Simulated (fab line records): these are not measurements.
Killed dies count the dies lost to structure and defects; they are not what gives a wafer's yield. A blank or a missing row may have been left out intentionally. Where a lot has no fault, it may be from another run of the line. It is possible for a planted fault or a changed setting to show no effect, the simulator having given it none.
The tool behind it: which one? -- flow gf180mcu -- 33 wafers from 11 lots sampled at 4 of the route's 602 steps

== WHAT THE GAUGES SHOWED, per wafer ==
GF_VT_IMPLANT_OVL_MEAS_29.
lot,measured,on,VT_IMPLANT_02_OVL (nm)
L199,day 7 02:52,overlay-02,-0.4 1.5 -2.0
L201,day 7 17:04,overlay-02,-0.5 -2.4 -0.9
L203,day 8 05:46,overlay-02,-0.1 -0.9 -2.0
L205,day 8 19:43,overlay-02,-1.1 0.1 0.3
L207,day 9 11:38,overlay-01,-0.6 0.5 -1.3
L208,day 9 19:04,overlay-02,-0.7 1.3 -1.0
L211,day 10 13:46,overlay-02,1.7 0.2 -0.8
L212,day 10 22:07,overlay-02,-0.6 1.0 -1.1
L213,day 10 23:10,overlay-02,0.6 -0.8 -0.6
L214,day 11 05:46,overlay-01,-2.3 -0.9 -1.9
L219,day 12 16:47,overlay-02,1.1 0.2 0.1

GF_DUAL_GATE_THK_MEAS_03.
lot,measured,on,DUAL_GATE_OXIDATION_00_THK (nm)
L199,day 7 23:55,film metro-01,10.69 10.62 10.69
L201,day 8 11:41,film metro-01,11.05 11.27 11.21
L203,day 9 01:19,film metro-04,10.68 10.85 10.48
L205,day 9 15:59,film metro-04,10.88 10.77 11.05
L207,day 10 08:10,film metro-02,11.16 11.03 11.03
L208,day 10 16:05,film metro-02,10.82 10.80 10.85
L211,day 11 12:09,film metro-04,10.97 11.05 10.96
L212,day 11 19:10,film metro-01,12.44 12.47 12.36
L213,day 11 20:41,film metro-01,12.47 12.60 12.52
L214,day 12 03:58,film metro-04,12.50 12.56 12.63
L219,day 13 15:37,film metro-01,10.59 10.96 10.83

== TOOL THAT RAN EACH LOT (tool first, then ch and the chambers of the sampled wafers, then the start) ==
lot,GF_VT_IMPLANT_STRIP_42,GF_DUAL_GATE_OXIDATION_02
L199,"plasma asher-01 ch 0,1, day 7 19:27","furnace-02 ch 0, day 7 22:27"
L201,"plasma asher-04 ch 0,1, day 8 09:14","furnace-02 ch 0, day 8 10:14"
L203,"plasma asher-02 ch 0,1, day 8 22:26","furnace-02 ch 0, day 8 23:53"
L205,"plasma asher-02 ch 0,1, day 9 13:33","furnace-02 ch 0, day 9 14:31"
L207,"plasma asher-02 ch 0,1, day 10 05:45","furnace-02 ch 0, day 10 06:43"
L208,"plasma asher-01 ch 1, day 10 13:12","furnace-02 ch 0, day 10 14:39"
L211,"plasma asher-02 ch 0,1, day 11 08:38","furnace-01 ch 0, day 11 10:43"
L212,"plasma asher-04 ch 0,1, day 11 16:45","furnace-02 ch 0, day 11 17:43"
L213,"plasma asher-04 ch 0, day 11 18:15","furnace-02 ch 0, day 11 19:13"
L214,"plasma asher-04 ch 0,1, day 12 00:41","furnace-02 ch 0, day 12 02:31"
L219,"plasma asher-04 ch 0,1, day 13 12:53","furnace-01 ch 0, day 13 14:10"
- GF_VT_IMPLANT_STRIP_42: strips in O2/N2.
- GF_DUAL_GATE_OXIDATION_02: stabilise 600 s, purge 300 s, target thk 10.887 nm.

== AS READ BY THE TOOLS THEMSELVES (means over the sampled wafers that have a number; for cases with no such wafer, the mark the record gives instead) ==
GF_VT_IMPLANT_STRIP_42.
lot,tool,drypump motor current A (A),heater power w (W),oes product au (a.u.),strip time to endpoint s (s)
L199,plasma asher-01,5.51,343,0.713,12.64
L201,plasma asher-04,5.55,301,0.716,12.68
L203,plasma asher-02,6.00,350,0.716,12.69
L205,plasma asher-02,5.99,357,0.717,12.60
L207,plasma asher-02,5.98,340,0.717,12.59
L208,plasma asher-01,5.49,375,0.716,12.66
L211,plasma asher-02,6.01,356,0.715,12.57
L212,plasma asher-04,5.40,292,0.715,12.65
L213,plasma asher-04,5.67,311,0.719,12.55
L214,plasma asher-04,5.40,285,0.719,12.64
L219,plasma asher-04,5.55,293,0.715,12.57

GF_DUAL_GATE_OXIDATION_02.
lot,tool,spike tc bottom C (C),spike tc centre C (C),spike tc lower C (C),spike tc top C (C),spike tc upper C (C),tube center temp C (C),tube_center_temp_C_max,zone power bottom pct (%)
L199,furnace-02,917.3,899.8,899.4,914.8,899.8,900,902.5,30.2
L201,furnace-02,915.9,898.4,900.0,914.3,899.3,900,902.4,30.3
L203,furnace-02,916.6,898.7,900.6,914.0,901.0,900,902.4,29.9
L205,furnace-02,917.1,898.9,900.0,914.7,899.3,900,902.2,30.1
L207,furnace-02,917.4,898.7,899.9,913.7,900.1,900,902.5,30.3
L208,furnace-02,916.2,898.2,900.2,915.5,900.5,900,901.9,30.0
L211,furnace-01,920.6,900.9,899.0,913.2,901.4,900,902.7,29.2
L212,furnace-02,932.1,914.8,916.0,930.9,917.2,916,917.4,31.3
L213,furnace-02,932.1,915.4,916.1,930.4,916.1,916,918.1,31.6
L214,furnace-02,932.3,915.2,914.8,929.2,916.4,916,918.0,31.7
L219,furnace-01,921.3,900.8,899.7,912.4,900.8,900,902.1,29.6

== THE ANSWER, worked out from the rows above alone ==
Rule: usual is defined by the lots themselves. The widest of any qualifying gaps counts: lots, ordered by their means at a reading, are off when they make up no more than a third of the lots, leave a main group of 4 or more, and stand apart from it by 3 or more times the standard deviation of that group's means. The tables above print the reading to a certain number of digits; a main group whose means all agree to those digits is not used. A lot without any number at a reading at which 4 lots or more have one is off too. All remaining lots with rows at the step are treated as sound. After the gauges, taken in route order, come the tools' own readings; for these a lot's mean is taken, as printed above. At the first step where some lot is off, the reading lying furthest off is the one used; lots without a number count as furthest.
Off: L212, L213, L214, seen at GF_DUAL_GATE_THK_MEAS_03 (DUAL_GATE_OXIDATION_00_THK). For the main group the mean is 10.89 nm and the standard deviation 0.17.
A tool fits if, at a process step before that reading, it ran every lot that is off, and no sound lot after the first of them. Not tried: the gauges at GF_DUAL_GATE_THK_MEAS_03; whatever is off there is also off at GF_DUAL_GATE_OXIDATION_02, on other tools, and gauge error can't account for it. One candidate fits, namely furnace-02 at GF_DUAL_GATE_OXIDATION_02. Its last sound lot is L208 (day 10 14:39), its first lot that is off L212 (day 11 17:43): a fault that began between those two fits.
The tool's own readings at GF_DUAL_GATE_OXIDATION_02 bear it out: on the lots that are off they differ by more than 5 times the standard deviation of the sound lots' means. spike tc bottom C reads 932.2 C there against 917.8 C on the sound lots; spike tc centre C reads 915.1 C there against 899.3 C on the sound lots; spike tc lower C reads 915.6 C there against 899.9 C on the sound lots; spike tc top C reads 930.2 C there against 914.1 C on the sound lots; spike tc upper C reads 916.6 C there against 900.3 C on the sound lots; tube center temp C reads 916 C there against 900 C on the sound lots; tube_center_temp_C_max reads 917.8 there against 902.3 on the sound lots.

== WHAT WAS PUT IN BY THE SIMULATOR ==
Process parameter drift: furnace-02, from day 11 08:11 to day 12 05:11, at GF_DUAL_GATE_OXIDATION_02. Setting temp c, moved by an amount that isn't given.
Lots struck among those shown: L212, L213, L214. This agrees with what the rule above found.
